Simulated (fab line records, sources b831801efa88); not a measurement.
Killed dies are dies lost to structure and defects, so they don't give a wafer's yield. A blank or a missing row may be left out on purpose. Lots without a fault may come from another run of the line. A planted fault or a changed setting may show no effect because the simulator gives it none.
Which tool did it? | flow sky130 | 7 lots, 21 wafers sampled, at 3 steps of a route of 708

WHAT THE GAUGES READ, wafer by wafer
SKY_NWELL_TW_MEAS_15.
lot  | measured     | on            | NWELL_TW
L709 | day 5 02:19  | film_metro-02 | 1805 1813 1810
L712 | day 6 00:57  | film_metro-03 | 30 30 30
L715 | day 6 12:00  | film_metro-02 | 1815 1822 1812
L721 | day 7 23:26  | film_metro-03 | 1836 1842 1843
L723 | day 8 11:05  | film_metro-03 | 1839 1829 1845
L725 | day 8 22:12  | film_metro-03 | 1829 1831 1843
L730 | day 10 03:03 | film_metro-03 | 1837 1837 1838

WHICH TOOL RAN EACH LOT (tool, then ch and the chambers of the sampled wafers, then the start)
lot  | SKY_PWDE_STRIP_09                   | SKY_NWELL_STRIP_14
L709 | plasma_asher-01 ch 0,1, day 4 08:51 | plasma_asher-01 ch 0,1, day 5 02:13
L712 | plasma_asher-04 ch 0,1, day 5 06:17 | plasma_asher-02 ch 0,1, day 6 00:50
L715 | plasma_asher-04 ch 0, day 5 16:53   | plasma_asher-01 ch 0,1, day 6 11:54
L721 | plasma_asher-02 ch 0,1, day 7 02:44 | plasma_asher-02 ch 0,1, day 7 23:19
L723 | plasma_asher-02 ch 0,1, day 7 13:30 | plasma_asher-01 ch 0, day 8 10:59
L725 | plasma_asher-02 ch 0,1, day 8 00:38 | plasma_asher-02 ch 0,1, day 8 22:06
L730 | plasma_asher-02 ch 0,1, day 9 05:06 | plasma_asher-02 ch 0,1, day 10 02:57
- SKY_PWDE_STRIP_09: strips in O2/N2.
- SKY_NWELL_STRIP_14: strips in O2/N2.

THE ANSWER, worked out from the rows above alone
Rule: what is usual is taken from the lots themselves. Put in order of their means at a reading, lots are off if they are a third of the lots or fewer, leave a main group of 4 or more, and stand apart from it by a gap of 3 or more times the standard deviation of the main group's means; of several such gaps the widest counts. A main group whose means are all the same, to the digits that the tables above print for the reading, isn't used. A lot without any number at a reading at which 4 lots or more have one is off too. The other lots that the step has rows for count as sound.
Off: L712, at SKY_NWELL_TW_MEAS_15 (NWELL_TW). The main group: mean 1829, standard deviation 12.
A tool fits if, at a process step before that reading, it ran every lot that is off, and no sound lot after the first of them. The gauges at SKY_NWELL_TW_MEAS_15 are tried like those tools. None of those tried fits.

WHAT THE SIMULATOR HAD PUT IN
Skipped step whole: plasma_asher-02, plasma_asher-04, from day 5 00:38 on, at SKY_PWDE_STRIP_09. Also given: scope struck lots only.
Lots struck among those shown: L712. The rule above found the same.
